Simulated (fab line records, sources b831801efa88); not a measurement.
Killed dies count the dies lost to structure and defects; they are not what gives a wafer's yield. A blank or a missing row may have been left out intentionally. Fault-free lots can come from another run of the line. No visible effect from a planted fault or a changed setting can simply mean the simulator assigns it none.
One fault through the eyes of 2 desks :: flow sky130 :: each desk holds nothing but its own numbers, with what lay behind them at the end

AT THE METROLOGY DESK
What the gauges read, lot by lot, whatever tool the lot ran on: means of the sampled wafers that have a number. A lot is out of limits, marked OUT, if its mean lies more than 4 standard deviations from the usual mean; the brackets give that distance.
Columns: A = CAP2M_OVL at SKY_CAP2M_OVL_MEAS_12, usual -0.3 nm; B = VIA4_HDPCVD_THK at SKY_VIA4_THK_MEAS_01, usual 1741 nm
lot: L762
first seen here: day 40 20:03
A: 0.5
B: 1721

lot: L763
first seen here: day 41 04:48
A: 1.3
B: 1725

lot: L769
first seen here: day 43 01:14
A: -2.3
B: 1724

lot: L771
first seen here: day 43 14:01
A: -0.3
B: 1730

lot: L774
first seen here: day 44 08:33
A: 0.1
B: 1748

lot: L775
first seen here: day 44 10:10
A: 0.1
B: 1724

lot: L776
first seen here: day 44 19:43
A: 0.5
B: 1760

lot: L777
first seen here: day 44 20:22
A: -0.9
B: 1739

lot: L778
first seen here: day 45 10:39
A: -2.5
B: 1735

lot: L780
first seen here: day 45 20:17
A: -0.5
B: 1802 (+4.1) OUT

lot: L783
first seen here: day 46 14:34
A: -1.3
B: 1789
This desk finds L780 out of limits, with the earliest case on L780 at day 46 18:29 (VIA4_HDPCVD_THK at SKY_VIA4_THK_MEAS_01). L762, L763, L769, L771, L774, L775, L776, L777, L778, L783: within limits.

DESK OF THE TOOL OWNER: hdpcvd-01
The tool's own readings at SKY_VIA4_HDPCVD_00 (deposits SiO2, target thk 1750 nm, time 291.7 s): means of the sampled wafers that have a number, for each lot that ran on this tool. A lot is out of limits, marked OUT, if its mean lies more than 4 standard deviations from the usual mean; the brackets give that distance.
Columns: A = runLengthS at SKY_VIA4_HDPCVD_00, usual 319.3 s
lot: L763
first seen here: day 42 05:36
A: 319.5

lot: L769
first seen here: day 44 01:31
A: 319.3

lot: L774
first seen here: day 45 08:57
A: 319.6

lot: L776
first seen here: day 45 18:38
A: 319.1

lot: L777
first seen here: day 45 19:45
A: 319.3

lot: L778
first seen here: day 46 09:29
A: 320.3

lot: L780
first seen here: day 46 18:18
A: 328.4 (+14) OUT

lot: L783
first seen here: day 47 12:41
A: 327.8 (+13) OUT
Finding of this desk: L780, L783 out of limits; the first was L780 at day 46 18:18, on runLengthS at SKY_VIA4_HDPCVD_00. L763, L769, L774, L776, L777, L778: within limits.

ALL TOGETHER
On L780, L783, at day 46 18:18, an alarm was possible from the tool owner's desk.
An alarm was possible from the metrology desk at day 46 18:29, on L780.
The metrology desk has L783 on record, within its limits.
All the named lots went through SKY_VIA4_HDPCVD_00 on hdpcvd-01.

WHAT WAS PUT IN BY THE SIMULATOR
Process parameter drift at SKY_VIA4_HDPCVD_00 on hdpcvd-01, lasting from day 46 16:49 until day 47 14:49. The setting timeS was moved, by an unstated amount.
Shown lots that were struck: L780, L783.
Counting hours from when the fault started, the first reading out of limits came at 1 for the tool owner's desk and at 2 for the metrology desk.
